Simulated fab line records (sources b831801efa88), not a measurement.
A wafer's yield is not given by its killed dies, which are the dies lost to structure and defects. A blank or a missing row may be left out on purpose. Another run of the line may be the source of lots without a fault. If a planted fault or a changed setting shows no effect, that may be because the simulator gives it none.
Comparing a struck lot with a sound one | flow sky130 | 43 steps out of a route of 708
Sound: the wafers L747.1, L747.2, L747.6. Wafers L762.1, L762.2, L762.6 were the ones struck. The cause is given at the end.
Each step with rows lists, per side, the tool, then ch with its chambers, then its first start. Under that, the readings that differ: sound wafers | struck wafers | difference of the means | sigmas: that difference in standard deviations of wafers without a fault.
alike: a reading whose means differ by less than 2 such deviations, as well as words and numbers matching on both sides. not compared: withheld readings; readings where some wafer has no value; bounds like >300 that might hide an equal value; numbers whose values overlap and for which the record gives no deviation.
The two part at a step that has a row with sigmas, a row that says differs or no value, or rows on one side only. Numbers that have no deviation but don't overlap get no sigmas and don't part them. A reading that every wafer of one side lacks parts them only if that side has two wafers or more.

first, 7 steps without rows for these wafers: SKY_CONTACT_HMDS_07 (prime time 60 s); SKY_CONTACT_COAT_08 (resist thk 60 nm); SKY_CONTACT_COAT_09 (resist thk 450 nm); SKY_CONTACT_SOFTBAKE_10 (time 90 s); SKY_CONTACT_EXPOSE_11 (exposes mask CTM1, target cd 170 nm); SKY_CONTACT_PEB_12; SKY_CONTACT_DEVELOP_13 (develop time 60 s).
SKY_CONTACT_CD_MEAS_14: target cd 170 nm.
  sound on cd sem-01 at day 32 17:34; struck on cd sem-01 at day 36 14:30
  alike: cd nm
SKY_CONTACT_OVL_MEAS_15:
  sound on overlay-02 at day 32 17:41; struck on overlay-01 at day 36 14:37
  alike: CONTACT_OVL
then, 2 steps without rows for these wafers: SKY_CONTACT_ETCH_16 (etches BARC in N2/H2, stops on SiO2, time 45.9 s, target depth 60 nm); SKY_CONTACT_ETCH_17 (etches SiO2 in C4F8/O2/Ar, stops on Si3N4, target depth 340 nm).
SKY_CONTACT_ETCH_18: etches Si3N4 in CHF3/O2, stops on TiN, time 39 s, target depth 75 nm.
  sound on rie diel-01 ch 1,2,3; struck on rie diel-04 ch 1,2,3
  reading               | sound             | struck            | difference | sigmas
  oes product au (a.u.) | 0.840 0.843 0.842 | 0.850 0.863 0.863 | +0.017     | +2
  alike: O2_flow_sccm, drypump motor current A, throttle valve pct
  not compared: rf hours counter h
SKY_CONTACT_STRIP_19: strips in O2/N2.
  sound on plasma asher-01 ch 0,1, day 32 17:51; struck on plasma asher-02 ch 0,1, day 36 14:47
  reading                     | sound       | struck      | difference | sigmas
  drypump motor current A (A) | 4.9 5.2 4.8 | 5.8 6.5 6.5 | +1.3       | +2
  alike: oes product au, strip time to endpoint s
  not compared: rf hours counter h
then, 4 steps without rows for these wafers: SKY_CONTACT_STRIP_20 (strips in post etch residue remover, time 1200 s); SKY_CONTACT_CLEAN_21 (cleans in IPA, time 180 s); SKY_CONTACT_CLEAN_22 (cleans in O3/DIW); SKY_CONTACT_SPUTTER_23 (material TiN, target thk 20 nm, time 80 s).
SKY_CONTACT_CVD_24: deposits W, target thk 340 nm, time 102.12 s.
  sound on cvd w-01 ch 0,1, day 32 18:30; struck on cvd w-02 ch 0,1, day 36 15:27
  alike: heater power w
SKY_CONTACT_RS_MEAS_25: the measuring method here is four-point-probe.
  sound on film metro-01 at day 32 18:37; struck on film metro-04 at day 36 15:34
  alike: CONTACT_W_RS
SKY_CONTACT_THK_MEAS_26: measures by xrf.
  sound on film metro-01 at day 32 18:44; struck on film metro-04 at day 36 15:41
  alike: CONTACT_W_THK
SKY_CONTACT_CMP_27: polishes, stops on SiO2, t overpolish 15 s, target thk 0 nm.
  sound on cmp-01 ch 0,1,3, day 32 18:47; struck on cmp-01 ch 0,2,3, day 36 15:47
  alike: motor current A, overpolish run s, slurry filter dp kPa, time to endpoint s
then, 5 steps without rows for these wafers: SKY_METAL1_SPUTTER_00 (material Ti, target thk 15 nm, time 10 s); SKY_METAL1_SPUTTER_01 (material TiN, target thk 20 nm, time 16.7 s); SKY_METAL1_SPUTTER_02 (material AlCu, target thk 250 nm, time 13.3 s); SKY_METAL1_SPUTTER_03 (material Ti, target thk 5 nm, time 3.3 s); SKY_METAL1_SPUTTER_04 (material TiN, target thk 70 nm, time 58.3 s).
SKY_METAL1_RS_MEAS_05: the measuring method here is four-point-probe.
  sound on film metro-01 at day 32 19:14; struck on film metro-04 at day 36 16:10
  alike: METAL1_ALCU_RS
SKY_METAL1_THK_MEAS_06: measures by xrf.
  sound on film metro-01 at day 32 19:21; struck on film metro-04 at day 36 16:17
  alike: METAL1_ALCU_THK
then, 8 steps without rows for these wafers: SKY_METAL1_DEHYDRATE_07 (time 60 s); SKY_METAL1_HMDS_08 (prime time 60 s); SKY_METAL1_COAT_09 (resist thk 60 nm); SKY_METAL1_COAT_10 (resist thk 450 nm); SKY_METAL1_SOFTBAKE_11 (time 90 s); SKY_METAL1_EXPOSE_12 (exposes mask MM1, target cd 140 nm); SKY_METAL1_PEB_13; SKY_METAL1_DEVELOP_14 (develop time 60 s).
SKY_METAL1_CD_MEAS_15: target cd 140 nm.
  sound on cd sem-02 at day 33 21:31; struck on cd sem-02 at day 37 18:12
  alike: cd nm
SKY_METAL1_OVL_MEAS_16:
  sound on overlay-02 at day 33 21:38; struck on overlay-02 at day 37 18:19
  alike: METAL1_OVL
then, 1 step without rows for these wafers: SKY_METAL1_DESCUM_17 (chemistry O2, time 8 s).
SKY_METAL1_ETCH_18: etches BARC in N2/H2, stops on SiO2, time 45.9 s, target depth 60 nm.
  sound on rie metal-03 ch 0,1, day 33 21:43; struck on rie metal-01 ch 0,1, day 37 18:23
  alike: drypump motor current A, oes product au, throttle valve pct
  not compared: rf hours counter h
SKY_METAL1_METAL_ETCH_19: etches the open film in Cl2/BCl3, stops on SiO2, target depth 360 nm, time 78 s.
  sound on rie metal-03 ch 0,1, day 33 21:46; struck on rie metal-01 ch 0,1, day 37 18:27
  alike: drypump motor current A, mfc cl2 sccm, oes product au, throttle valve pct
  not compared: rf hours counter h
then, 1 step without rows for these wafers: SKY_METAL1_STRIP_20 (strips in O2/N2).
-- the record jumps here: 12 days lie between the struck wafers' starts before and after (it left off in module METAL1 and takes up again in module PAD_OPEN, whose first step shown is number 708 of the route) --
SKY_PAD_OPEN_PROBE_99:
  sound on prober-02 at day 46 17:18; struck on prober-01 at day 49 13:17
  reading            | sound    | struck                                                                     | difference                   | sigmas
  hold               | - - -    | await dispo/2.5h/release await dispo/2.5h/release await dispo/2.5h/release | no value on the sound wafers |
  killed at contacts | 16 15 24 | 69 74 84                                                                   | +57                          | +10
  killed dies        | 79 72 89 | 110 125 156                                                                | +50                          | +5
  alike: killed_at_M0_to_M3, killed_at_M4_up, killed at front end, killed at other, killed on rim, killed open, killed short

## WHERE THEY PART
At SKY_CONTACT_ETCH_18 first; at SKY_PAD_OPEN_PROBE_99 last (within this record only).

WHY: whatever the simulator had introduced
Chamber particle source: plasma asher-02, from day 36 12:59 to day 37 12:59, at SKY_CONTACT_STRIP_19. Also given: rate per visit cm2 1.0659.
